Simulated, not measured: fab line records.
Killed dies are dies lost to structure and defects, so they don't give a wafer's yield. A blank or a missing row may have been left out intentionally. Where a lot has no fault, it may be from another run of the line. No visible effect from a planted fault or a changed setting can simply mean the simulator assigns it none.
Split-lot trial -- flow sky130 -- 5 lots, 23 wafers read, on a route of 708 steps

SPLIT DETAILS
At SKY_VIA4_EXPOSE_08 (exposes mask VIM4, target cd 800 nm), the setting dose-mj was moved away from the recipe's 132 on 8 of the 23 wafers read, by -4.5% to +3.3%. The other wafers ran this setting at the recipe's value.

FROM THE SPLIT TO THE READING: what the file shows between them, 2 steps
- SKY_VIA4_PEB_09
- SKY_VIA4_DEVELOP_10: develop time 60 s

THE READING
VIA4.cd-nm (the simulator's own value, which no gauge read), in nm, at SKY_VIA4_ETCH_12 (etches SiO2 in C4F8/O2/Ar, stops on TiN, target depth 580 nm). The file gives no usual value for it. The 15 wafers here that ran the recipe average 801.8 nm, standard deviation 2 nm.

wafer,"tool, chamber at the split",dose-mj as run,against the recipe,"VIA4.cd-nm, nm",against lot-mates on the recipe
L079.1,"iline-stepper-01, 0",132,recipe,804.3,-
L079.2,"iline-stepper-01, 0",132,recipe,803.4,-
L079.3,"iline-stepper-01, 0",132,recipe,804.4,-
L079.4,"iline-stepper-01, 0",132,recipe,803.1,-
L079.6,"iline-stepper-01, 0",132,recipe,801.6,-
L080.1,"iline-stepper-01, 0",135,+2.3%,804.4,+2.3
L080.2,"iline-stepper-01, 0",132,recipe,803.7,-
L080.4,"iline-stepper-01, 0",135,+2.3%,809.8,+7.7
L080.5,"iline-stepper-01, 0",132,recipe,803.5,-
L080.6,"iline-stepper-01, 0",132,recipe,799.1,-
L081.1,"iline-stepper-01, 0",132,recipe,802.3,-
L081.2,"iline-stepper-01, 0",132,recipe,800.4,-
L081.3,"iline-stepper-01, 0",132,recipe,801,-
L084.2,"iline-stepper-02, 0",126,-4.5%,789.2,-12.2
L084.3,"iline-stepper-02, 0",126,-4.5%,785.9,-15.6
L084.4,"iline-stepper-02, 0",132,recipe,800.6,-
L084.5,"iline-stepper-02, 0",126,-4.5%,786.6,-14.9
L084.6,"iline-stepper-02, 0",132,recipe,802.3,-
L085.1,"iline-stepper-02, 0",136.4,+3.3%,803.8,+5.2
L085.2,"iline-stepper-02, 0",132,recipe,797.6,-
L085.3,"iline-stepper-02, 0",132,recipe,799.5,-
L085.5,"iline-stepper-02, 0",136.4,+3.3%,809,+10.5
L085.6,"iline-stepper-02, 0",136.4,+3.3%,806.6,+8.1

FIT RESULTS
A straight line over all 23 wafers: VIA4.cd-nm changes by +2.56 nm for each +1% of dose-mj; r = +0.91; the points scatter about the line by 2.6 nm.
The same after taking each lot's own level away (the mean of its wafers on the recipe; 23 wafers): +2.8 nm for each +1%; r = +0.96; scatter 1.8 nm.
That fit puts the effect of the largest move of dose-mj on the reading at 13 nm.
Measured against the standard deviation above, the lots' own levels, which go from 798.55 to 803.36 nm, span 2.4 times it.
The two slopes are in agreement: the lot-to-lot level therefore moves the slope only a little.
Check: -13.6 nm against its lot-mates is what the line predicts for one of the wafers moved furthest among these (-4.5%) when that wafer is left out of the fit. Against them it came out at -12.2 nm.

THE OTHER SPLITS THESE WAFERS WENT THROUGH
Before the reading, these wafers also passed through other splits. Each is held against what the fit with the lots' levels taken away leaves over:
other split on the same wafers,wafers away from the commonest value,r with VIA4.cd-nm (lot level and that fit taken away)
SKY_CAP2M_METAL_ETCH_13 bias-w,4,+0.18
SKY_METAL4_COAT_08 spin-rpm,9,-0.02
SKY_METAL4_METAL_ETCH_18 bias-w,9,+0.22
SKY_VIA4_COAT_06 spin-rpm,12,+0.54

FILE'S OWN FIT
VIA4.cd-nm changes by +2.77 nm for each +1% of dose-mj, r = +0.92.
